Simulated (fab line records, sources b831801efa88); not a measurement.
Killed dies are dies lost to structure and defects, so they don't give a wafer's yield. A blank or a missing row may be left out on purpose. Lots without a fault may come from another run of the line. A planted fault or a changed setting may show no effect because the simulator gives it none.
fab line records | flow sky130
record lots=13 wafers=39 last_day=50
route steps=708 shown SONOS_ONO@181 POLY_GATE@227 LDD_HVP@282 PAD_OPEN@708
lots that met no fault: from a run of the same line without faults
start_h: hours from the record's first day to the start of the lot's first wafer shown | wait_h: hours since the lot's step before | " the same as in the row above | L1.1+2: a row that stands for several wafers | - no value, or no start given | * or withheld: withheld | < > ~ a bound
route shown NAME@n: a module of which the file shows steps, and the number in the route of the first | usual: mean/standard deviation of fault-free wafers | same: alike in all rows | chamber/n: place in a boat | sites: the reading at each site | _std_site: their standard deviation | _edge_site: outer sites' mean less inner sites' | radius_mm: how far each site lies from the wafer's centre | mask NAME#n: copy n | behind: the tool/chamber that last shaped the wafer | hold: why the lot was held/for how many hours/how that ended | device: the transistor (n, p or np) that didn't switch | end of line: the same wafers' tests at the end of the route | a step without rows: its recipe alone | killed: dies lost to structure and defects at the first sort, not the wafer's yield | map: a wafer's dies, x killed, . not, _ none there
set.NAME: the setting as run; set.NAME@STEP: as run at that earlier step | model.NAME: the simulator's own value behind a step, which no gauge read
steps of the route over a sample of lots; a table a step, a row a wafer
services: from which hour (start_h, from the record's first day; less than 0 if before it) a tool's chamber was out of use, for how many hours, and why
## steps
# step SKY_SONOS_ONO_CD_MEAS_13
# recipe target_cd_nm=410
# usual cd_nm=409.3/1.8
# columns lot.wafer tool chamber start_h wait_h cd_nm
L426.1 cd_sem-01 - 269.49 0.1 407.3
L426.2 " - " " 407.9
L426.4 " - " " 408.1
L427.2 cd_sem-02 - 277.56 0.1 412.8
L427.4 " - " " 412.4
L427.5 " - " " 412.1
L430.1 cd_sem-02 - 344.66 0.1 408.8
L430.4 " - " " 411.4
L430.6 " - " " 408.5
L431.1 cd_sem-01 - 349.64 0.1 411.4
L431.3 " - " " 410.8
L431.6 " - " " 411.2
L432.1 cd_sem-02 - 356.26 0.1 409.3
L432.4 " - " " 409.7
L432.6 " - " " 410.0
L434.2 cd_sem-02 - 362.21 0.1 408.6
L434.5 " - " " 409.5
L434.6 " - " " 411.2
L433.2 cd_sem-01 - 362.51 0.1 411.7
L433.3 " - " " 411.9
L433.5 " - " " 410.9
L436.1 cd_sem-02 - 362.79 0.1 410.5
L436.3 " - " " 410.6
L436.4 " - " " 409.9
L437.4 cd_sem-02 - 368.97 0.2 409.5
L437.5 " - " " 405.9
L437.6 " - " " 407.1
L439.2 cd_sem-01 - 395.08 0.1 407.7
L439.3 " - " " 407.7
L439.5 " - " " 407.8
L446.1 cd_sem-01 - 452.33 0.1 410.6
L446.3 " - " " 411.1
L446.5 " - " " 408.7
L447.3 cd_sem-01 - 465.67 0.1 408.9
L447.4 " - " " 408.5
L447.5 " - " " 406.7
L449.1 cd_sem-01 - 470.61 0.1 410.1
L449.3 " - " " 409.6
L449.6 " - " " 408.4
# step SKY_SONOS_ONO_ETCH_15
# recipe target_depth_nm=19.52 chemistry=CHF3/O2 source_w=600 bias_w=200 pressure_mtorr=40 chf3_flow_sccm=50 O2_flow_sccm=5 time_s=7.8
# usual chf3_flow_sccm=50.00/0.15 drypump_motor_current_A=5.5/0.41 oes_product_au=1.000/0.011 throttle_valve_pct=8.824/0.0094
# columns lot.wafer tool chamber start_h wait_h chf3_flow_sccm drypump_motor_current_A oes_product_au rf_hours_counter_h throttle_valve_pct
L426.1 rie_diel-04 1 269.64 0.0 49.89 5.8 1.011 109 8.844
L426.2 " 2 " " 50.17 5.0 1.003 4 8.826
L426.4 " 3 " " 50.15 5.5 0.996 57 8.840
L427.2 rie_diel-02 1 277.69 0.0 50.25 5.0 0.992 8 8.803
L427.4 " 1 " " 50.12 5.0 0.986 - 8.827
L427.5 " 3 " " 49.85 6.2 0.993 - 8.829
L430.1 rie_diel-01 2 344.81 0.0 50.02 5.3 0.991 13 8.833
L430.4 " 1 " " 49.98 5.3 1.005 44 8.832
L430.6 " 2 " " 50.14 5.3 0.995 - 8.816
L431.1 rie_diel-04 2 349.80 0.0 49.76 5.0 1.014 5 8.825
L431.3 " 0 " " 50.29 5.8 1.008 83 8.820
L431.6 " 1 " " 50.05 5.8 0.994 - 8.821
L432.1 rie_diel-02 1 356.41 0.0 50.19 5.0 0.988 10 8.842
L432.4 " 0 " " 50.05 4.9 1.006 1 8.824
L432.6 " 0 " " 50.15 4.9 0.991 - 8.822
L434.2 rie_diel-01 1 362.35 0.0 50.04 5.3 1.006 44 8.832
L434.5 " 0 " " 49.88 5.9 1.006 - 8.815
L434.6 " 3 " " 49.90 5.7 0.983 - 8.814
L433.2 rie_diel-04 1 362.65 0.0 50.14 5.8 1.003 111 8.829
L433.3 " 0 " " 50.11 5.8 1.002 83 8.828
L433.5 " 0 " " 50.13 5.9 0.998 - 8.832
L436.1 rie_diel-01 3 362.95 0.0 49.98 5.8 0.977 5 8.808
L436.3 " 0 " " 50.13 5.9 1.001 80 8.837
L436.4 " 2 " " 50.15 5.3 0.993 14 8.838
L437.4 rie_diel-04 2 369.08 0.0 49.87 5.0 1.009 - 8.810
L437.5 " 1 " " 49.70 5.8 1.002 - 8.812
L437.6 " 3 " " 49.66 5.6 1.004 - 8.819
L439.2 rie_diel-01 3 395.22 0.0 49.75 5.8 0.984 6 8.824
L439.3 " 0 " " 49.94 5.9 1.010 81 8.824
L439.5 " 1 " " 49.98 5.3 1.006 - 8.830
L446.1 rie_diel-04 2 452.49 0.0 50.14 5.0 1.011 8 8.825
L446.3 " 1 " " 49.93 5.8 0.993 1 8.818
L446.5 " 2 " " 50.07 4.9 1.010 - 8.821
L447.3 rie_diel-01 3 465.79 0.0 49.75 5.7 0.982 8 8.807
L447.4 " 1 " " 49.97 5.4 1.011 46 8.825
L447.5 " 3 " " 50.08 5.8 0.985 - 8.821
L449.1 rie_diel-02 1 470.76 0.0 49.88 5.0 1.010 11 8.815
L449.3 " 3 " " 50.04 6.2 0.988 45 8.812
L449.6 " 1 " " 49.90 5.0 0.999 - 8.821
# step SKY_POLY_GATE_CD_MEAS_13
# recipe target_cd_nm=150
# usual cd_nm=150.5/1.4
# columns lot.wafer tool chamber start_h wait_h cd_nm
L426.1 cd_sem-01 - 358.48 - 150.8
L426.2 " - " " 151.1
L426.4 " - " " 150.2
L427.2 cd_sem-01 - 364.10 - 151.5
L427.4 " - " " 151.9
L427.5 " - " " 151.6
L430.1 cd_sem-02 - 441.18 - 150.9
L430.4 " - " " 150.6
L430.6 " - " " 150.4
L431.1 cd_sem-02 - 443.88 - 149.6
L431.3 " - " " 150.5
L431.6 " - " " 149.8
L432.1 cd_sem-02 - 456.74 - 149.3
L432.4 " - " " 150.7
L432.6 " - " " 150.4
L434.2 cd_sem-02 - 460.35 - 150.2
L434.5 " - " " 150.3
L434.6 " - " " 149.7
L433.2 cd_sem-02 - 464.06 - 151.3
L433.3 " - " " 152.4
L433.5 " - " " 151.0
L436.1 cd_sem-01 - 464.21 - 149.8
L436.3 " - " " 150.7
L436.4 " - " " 149.3
L437.4 cd_sem-02 - 466.32 - 149.8
L437.5 " - " " 147.7
L437.6 " - " " 148.2
L439.2 cd_sem-02 - 498.76 - 151.9
L439.3 " - " " 151.7
L439.5 " - " " 152.2
L446.1 cd_sem-02 - 551.08 - 148.0
L446.3 " - " " 147.7
L446.5 " - " " 149.1
L447.3 cd_sem-01 - 566.85 - 148.3
L447.4 " - " " 149.5
L447.5 " - " " 149.4
L449.1 cd_sem-01 - 567.93 - 150.2
L449.3 " - " " 152.3
L449.6 " - " " 151.1
# step SKY_LDD_HVP_EXPOSE_04
# recipe mask_id=HVPTM na=0.6 source_shape=conventional sigma_outer=0.6 polarization=unpolarized target_cd_nm=700 dose_mj=86
# columns lot.wafer tool chamber start_h wait_h mask
L426.1+2+4 iline_stepper-02 0 465.24 - HVPTM#0
L427.2+4+5 iline_stepper-01 0 472.55 - HVPTM#0
L430.1+4+6 iline_stepper-01 0 552.34 - HVPTM#0
L431.1+3+6 iline_stepper-01 0 553.08 - HVPTM#0
L432.1+4+6 iline_stepper-01 0 566.33 - HVPTM#0
L434.2+5+6 iline_stepper-02 0 570.28 - HVPTM#0
L433.2+3+5 iline_stepper-02 0 572.80 - HVPTM#0
L436.1+3+4 iline_stepper-02 0 574.55 - HVPTM#0
L437.4+5+6 iline_stepper-02 0 576.34 - HVPTM_R1#0
L439.2+3+5 iline_stepper-02 0 606.46 - HVPTM#0
L446.1+3+5 iline_stepper-02 0 654.33 - HVPTM#0
L447.3+4+5 iline_stepper-02 0 670.95 - HVPTM#0
L449.1+3+6 iline_stepper-02 0 673.06 - HVPTM#0
# step SKY_PAD_OPEN_PROBE_99
# usual killed_at_M0_to_M3=42/6.4 killed_at_M4_up=2.9/1.7 killed_at_contacts=25/5.2 killed_at_front_end=16/4.4 killed_at_other=0.4/0.65 killed_dies=86/9.2 killed_on_rim=17/3.9 killed_open=47/6.6 killed_short=39/5.8
# same gross_dies=492 killed_at_back_side=0
# columns lot.wafer tool chamber start_h wait_h killed_at_M0_to_M3 killed_at_M4_up killed_at_contacts killed_at_front_end killed_at_other killed_dies killed_on_rim killed_open killed_short
L426.1 prober-02 - 1060.67 0.1 51 2 24 24 1 102 22 51 51
L426.2 prober-02 - 1060.72 0.1 49 4 18 19 2 92 22 53 37
L426.4 prober-02 - 1060.82 0.2 45 1 33 10 1 90 16 54 35
L430.1 prober-02 - 1124.16 0.1 40 5 17 25 0 87 22 50 37
L430.4 prober-02 - 1124.31 0.2 39 3 19 16 1 78 9 42 35
L430.6 prober-02 - 1124.41 0.2 41 5 14 20 0 80 18 38 42
L432.1 prober-01 - 1130.42 0.1 40 3 17 13 0 73 18 37 35
L432.4 prober-01 - 1130.57 0.2 43 2 28 21 0 94 20 54 40
L432.6 prober-01 - 1130.67 0.2 38 1 22 16 0 77 21 42 35
L434.2 prober-02 - 1137.01 0.1 34 1 11 19 2 67 9 35 31
L434.5 prober-02 - 1137.16 0.2 44 3 31 13 1 92 18 56 36
L434.6 prober-02 - 1137.21 0.2 43 0 29 20 0 92 16 55 36
L437.4 prober-02 - 1142.59 0.2 38 3 25 339 1 406 96 43 36
L437.5 prober-02 - 1142.64 0.2 43 4 18 335 1 401 94 46 33
L437.6 prober-02 - 1142.69 0.2 49 1 28 322 2 402 96 53 34
L439.2 prober-02 - 1155.93 0.1 38 2 20 14 0 74 13 44 30
L439.3 prober-02 - 1155.98 0.2 29 5 21 12 0 67 15 35 32
L439.5 prober-02 - 1156.08 0.2 50 7 21 15 0 93 23 57 35
L447.3 prober-02 - 1198.22 0.2 45 5 22 12 0 84 19 52 31
L447.4 prober-02 - 1198.27 0.2 41 1 32 16 1 91 18 50 41
L447.5 prober-02 - 1198.32 0.2 48 1 27 12 0 88 15 50 38
L449.1 prober-02 - 1202.01 0.1 44 2 24 17 0 87 9 49 38
L449.3 prober-02 - 1202.11 0.2 51 1 20 18 0 90 18 49 41
L449.6 prober-02 - 1202.26 0.2 35 3 29 22 0 89 16 51 38
# killed by level:class
L426.1 VIA1:geometric_particle:open=13 CONTACT:geometric_particle:open=9 FIELD_ISO:geometric_particle:open=7 METAL2:geometric_particle:short=7 POLY_GATE:geometric_particle:short=6 VIA2:geometric_particle:short=5 CONTACT:geometric_particle:short=5 METAL1:geometric_particle:short=5
L426.2 VIA1:geometric_particle:open=11 VIA2:geometric_particle:open=8 VIA3:geometric_particle:open=8 FIELD_ISO:geometric_particle:open=7 CONTACT:geometric_particle:open=7 FIELD_ISO:geometric_particle:short=4 METAL4:geometric_particle:short=4 VIA1:geometric_particle:short=4
L426.4 CONTACT:geometric_particle:open=19 VIA2:geometric_particle:open=9 VIA1:geometric_particle:open=8 METAL2:geometric_particle:short=6 LOCAL_INTERCONNECT:geometric_particle:short=5 CONTACT:geometric_particle:short=5 VIA1:geometric_particle:short=5 FIELD_ISO:geometric_particle:open=4
L430.1 FIELD_ISO:geometric_particle:open=7 POLY_GATE:geometric_particle:open=7 VIA1:geometric_particle:open=7 POLY_GATE:geometric_particle:short=6 CONTACT:geometric_particle:open=6 VIA3:geometric_particle:open=6 VIA1:geometric_particle:short=6 LI_CONTACT:geometric_particle:open=5
L430.4 LI_CONTACT:geometric_particle:open=12 VIA1:geometric_particle:open=9 METAL2:geometric_particle:short=7 VIA1:geometric_particle:short=7 POLY_GATE:geometric_particle:open=5 VIA2:geometric_particle:open=4 VIA3:geometric_particle:open=4 FIELD_ISO:geometric_particle:short=3
L430.6 POLY_GATE:geometric_particle:short=7 VIA2:geometric_particle:open=7 VIA3:geometric_particle:open=7 LI_CONTACT:geometric_particle:open=5 VIA1:geometric_particle:open=5 METAL4:geometric_particle:short=5 FIELD_ISO:geometric_particle:short=4 FIELD_ISO:geometric_particle:open=4
L432.1 VIA2:geometric_particle:open=8 LI_CONTACT:geometric_particle:open=6 FIELD_ISO:geometric_particle:open=5 METAL2:geometric_particle:short=5 METAL1:geometric_particle:short=5 VIA3:geometric_particle:open=5 POLY_GATE:geometric_particle:short=4 LOCAL_INTERCONNECT:geometric_particle:short=4
L432.4 CONTACT:geometric_particle:open=11 LI_CONTACT:geometric_particle:open=8 METAL1:geometric_particle:short=8 VIA1:geometric_particle:open=7 VIA3:geometric_particle:open=7 VIA2:geometric_particle:open=6 FIELD_ISO:geometric_particle:short=5 POLY_GATE:geometric_particle:short=5
L432.6 CONTACT:geometric_particle:open=11 VIA1:geometric_particle:open=10 POLY_GATE:geometric_particle:short=5 LI_CONTACT:geometric_particle:open=5 METAL2:geometric_particle:short=5 FIELD_ISO:geometric_particle:open=4 FIELD_ISO:geometric_particle:short=4 METAL1:geometric_particle:short=4
L434.2 VIA2:geometric_particle:open=9 VIA1:geometric_particle:open=7 FIELD_ISO:geometric_particle:open=5 FIELD_ISO:geometric_particle:short=4 LI_CONTACT:geometric_particle:open=4 VIA1:geometric_particle:short=4 METAL2:geometric_particle:short=4 POLY_GATE:geometric_particle:open=3
L434.5 CONTACT:geometric_particle:open=15 VIA1:geometric_particle:open=9 LI_CONTACT:geometric_particle:open=8 VIA2:geometric_particle:open=8 METAL2:geometric_particle:short=6 VIA3:geometric_particle:open=5 POLY_GATE:geometric_particle:short=4 POLY_GATE:geometric_particle:open=4
L434.6 VIA1:geometric_particle:open=17 LOCAL_INTERCONNECT:geometric_particle:short=9 CONTACT:geometric_particle:open=8 VIA2:geometric_particle:open=5 FIELD_ISO:geometric_particle:short=4 POLY_GATE:geometric_particle:short=4 POLY_GATE:geometric_particle:open=4 LI_CONTACT:geometric_particle:open=4
L437.4 LDD_HVP:area_expose=327 CONTACT:geometric_particle:open=10 VIA1:geometric_particle:open=8 VIA3:geometric_particle:open=7 METAL1:geometric_particle:short=6 METAL2:geometric_particle:short=6 POLY_GATE:geometric_particle:open=5 LOCAL_INTERCONNECT:geometric_particle:short=5
L437.5 LDD_HVP:area_expose=322 VIA1:geometric_particle:open=11 VIA3:geometric_particle:open=8 CONTACT:geometric_particle:open=7 LI_CONTACT:geometric_particle:open=6 FIELD_ISO:geometric_particle:short=5 VIA1:geometric_particle:short=5 METAL1:geometric_particle:short=5
L437.6 LDD_HVP:area_expose=315 VIA1:geometric_particle:open=10 CONTACT:geometric_particle:open=9 LI_CONTACT:geometric_particle:open=8 VIA2:geometric_particle:open=8 VIA3:geometric_particle:open=8 METAL2:geometric_particle:short=5 METAL1:geometric_particle:short=4
L439.2 CONTACT:geometric_particle:open=8 VIA1:geometric_particle:open=8 VIA2:geometric_particle:open=8 VIA3:geometric_particle:open=6 LI_CONTACT:geometric_particle:open=5 METAL2:geometric_particle:short=5 FIELD_ISO:geometric_particle:short=4 CONTACT:geometric_particle:short=4
L439.3 CONTACT:geometric_particle:open=11 METAL4:geometric_particle:short=5 VIA3:geometric_particle:open=5 LI_CONTACT:geometric_particle:open=4 VIA3:geometric_particle:short=4 LOCAL_INTERCONNECT:geometric_particle:short=3 METAL1:geometric_particle:open=3 VIA1:geometric_particle:open=3
L439.5 CONTACT:geometric_particle:open=10 VIA1:geometric_particle:open=10 VIA2:geometric_particle:open=9 VIA3:geometric_particle:open=8 METAL1:geometric_particle:short=6 FIELD_ISO:geometric_particle:open=5 POLY_GATE:geometric_particle:open=5 CONTACT:geometric_particle:short=5
L447.3 CONTACT:geometric_particle:open=13 VIA1:geometric_particle:open=13 VIA2:geometric_particle:open=11 POLY_GATE:geometric_particle:short=5 METAL2:geometric_particle:short=5 VIA3:geometric_particle:open=5 LI_CONTACT:geometric_particle:open=4 CONTACT:geometric_particle:short=4
L447.4 CONTACT:geometric_particle:open=13 VIA2:geometric_particle:open=11 LI_CONTACT:geometric_particle:open=7 METAL3:geometric_particle:short=7 POLY_GATE:geometric_particle:short=6 VIA1:geometric_particle:open=5 FIELD_ISO:geometric_particle:short=4 LOCAL_INTERCONNECT:geometric_particle:short=4
L447.5 VIA1:geometric_particle:open=14 CONTACT:geometric_particle:open=9 METAL2:geometric_particle:short=7 CONTACT:geometric_particle:short=6 LI_CONTACT:geometric_particle:open=5 METAL1:geometric_particle:short=5 VIA3:geometric_particle:open=5 METAL2:geometric_particle:open=5
L449.1 VIA1:geometric_particle:open=10 CONTACT:geometric_particle:open=9 METAL1:geometric_particle:short=8 FIELD_ISO:geometric_particle:open=7 LI_CONTACT:geometric_particle:open=7 METAL2:geometric_particle:short=7 VIA3:geometric_particle:open=7 CONTACT:geometric_particle:short=5
L449.3 VIA1:geometric_particle:open=16 METAL1:geometric_particle:short=10 LI_CONTACT:geometric_particle:open=8 CONTACT:geometric_particle:open=7 POLY_GATE:geometric_particle:open=6 METAL2:geometric_particle:short=5 VIA2:geometric_particle:open=5 FIELD_ISO:geometric_particle:short=4
L449.6 CONTACT:geometric_particle:open=16 VIA1:geometric_particle:open=10 FIELD_ISO:geometric_particle:short=6 LI_CONTACT:geometric_particle:open=6 FIELD_ISO:geometric_particle:open=5 CONTACT:geometric_particle:short=5 METAL1:geometric_particle:short=5 METAL2:geometric_particle:short=4
## services
# columns tool chamber start_h hours kind
iline_stepper-02 - 249.72 1.7 pm
rie_diel-01 3 252.42 86.8 repair
rie_diel-01 0 272.14 11.5 repair
iline_stepper-02 - 276.84 3.6 repair
rie_diel-04 0 282.53 14.3 repair
rie_diel-01 1 289.10 3.2 repair
rie_diel-04 0 301.51 2.6 repair
rie_diel-01 0 308.55 2.5 repair
rie_diel-04 - 319.45 0.5 repair
iline_stepper-01 - 324.04 1.7 pm
iline_stepper-02 - 325.81 8.8 repair
rie_diel-01 - 357.45 2.7 repair
rie_diel-04 0 365.24 4.6 repair
rie_diel-01 2 378.57 5.1 repair
rie_diel-04 0 380.16 1.7 repair
iline_stepper-02 - 467.90 1.7 pm
rie_diel-01 0 472.89 30.6 repair
rie_diel-01 1 528.16 38.7 repair
rie_diel-01 3 542.14 6.7 repair
rie_diel-01 0 544.05 2.5 repair
iline_stepper-02 - 544.51 13.6 repair
rie_diel-01 - 605.51 1.2 repair
rie_diel-04 - 630.64 0.9 repair
rie_diel-04 2 666.20 5.5 repair
## key
first_sign step=SKY_LDD_HVP_EXPOSE_04 reading=mask direction=changed
effect step=SKY_PAD_OPEN_PROBE_99 reading=killed_at_front_end direction=up sigmas=72 usual=16 struck=332
more_kills_born_at SKY_LDD_HVP_EXPOSE_04@iline_stepper-02=964
met_at SKY_LDD_HVP_EXPOSE_04
struck_lots L437
tester_left_out L437
not_acting_at SKY_SONOS_ONO_CD_MEAS_13,SKY_SONOS_ONO_ETCH_15,SKY_POLY_GATE_CD_MEAS_13
onset_between 574.55 576.34
fault kind=wrong_mask tool=any chamber=- onset_h=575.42 steps=SKY_LDD_HVP_EXPOSE_04 aux_copy=HVPTM_R1#0 cd_offset_nm=-140 scope=struck_lots_only
# tester_left_out: of these lots the tester's yield and bins aren't shown, on N5 and GAA mostly nor the transistor test; their killed dies are dies lost to structure and defects alone, not to doping, threshold or leakage, so they don't give the yield
